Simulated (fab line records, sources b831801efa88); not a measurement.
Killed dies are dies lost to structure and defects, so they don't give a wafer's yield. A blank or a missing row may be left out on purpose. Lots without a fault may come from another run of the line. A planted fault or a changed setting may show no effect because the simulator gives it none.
Which tool did it? | flow gf180mcu | 13 lots, 39 wafers sampled, at 1 step of a route of 602

WHAT THE GAUGES READ, wafer by wafer
GF_STI_CD_MEAS_12: target cd 220 nm. Usual: cd_nm 220.1 nm, standard deviation 1.2.
lot  | measured    | on        | cd_nm (nm)        | flag
L113 | day 2 02:17 | cd_sem-02 | 219.7 220.5 220.5 |
L115 | day 2 11:07 | cd_sem-02 | 219.7 220.0 219.7 |
L116 | day 2 16:55 | cd_sem-02 | 217.8 217.6 219.1 |
L117 | day 2 22:20 | cd_sem-01 | 220.1 221.1 221.5 |
L118 | day 3 03:49 | cd_sem-02 | 219.1 219.4 219.6 |
L119 | day 3 08:28 | cd_sem-02 | 219.0 218.7 218.3 |
L120 | day 3 13:17 | cd_sem-01 | 220.9 218.6 218.5 |
L121 | day 3 18:44 | cd_sem-02 | 221.0 220.7 220.7 |
L127 | day 5 01:07 | cd_sem-02 | 219.7 221.9 221.5 |
L129 | day 5 11:49 | cd_sem-02 | 220.9 219.8 219.4 |
L130 | day 5 17:27 | cd_sem-02 | 221.8 222.1 223.2 |
L131 | day 5 22:10 | cd_sem-01 | 219.9 218.8 217.9 |
L133 | day 6 08:07 | cd_sem-01 | 220.8 219.6 221.0 |

WHICH TOOL RAN EACH LOT (tool, then ch and the chambers of the sampled wafers, then the start)
The record holds no process step before these readings.

WHAT THE TOOLS THEMSELVES READ (means of the sampled wafers that have a number; where no wafer has one, the mark that the record gives instead)
The record holds no such reading with a usual standard deviation.

THE ANSWER, worked out from the rows above alone
Rule: a lot is off if the mean of its wafers that have a number lies more than 3 standard deviations from the usual mean. A lot without any number at a reading at which 4 lots or more have one is off too. The other lots that the step has rows for count as sound. The gauges are gone through in route order, then the tools' own readings, and for those a lot's mean is taken as printed above. The first step at which some lot is off is used, and at that step the reading that is off furthest; a lot without a number counts as furthest.
No lot is off at any reading shown: from this, nothing can be told.

WHAT THE SIMULATOR HAD PUT IN
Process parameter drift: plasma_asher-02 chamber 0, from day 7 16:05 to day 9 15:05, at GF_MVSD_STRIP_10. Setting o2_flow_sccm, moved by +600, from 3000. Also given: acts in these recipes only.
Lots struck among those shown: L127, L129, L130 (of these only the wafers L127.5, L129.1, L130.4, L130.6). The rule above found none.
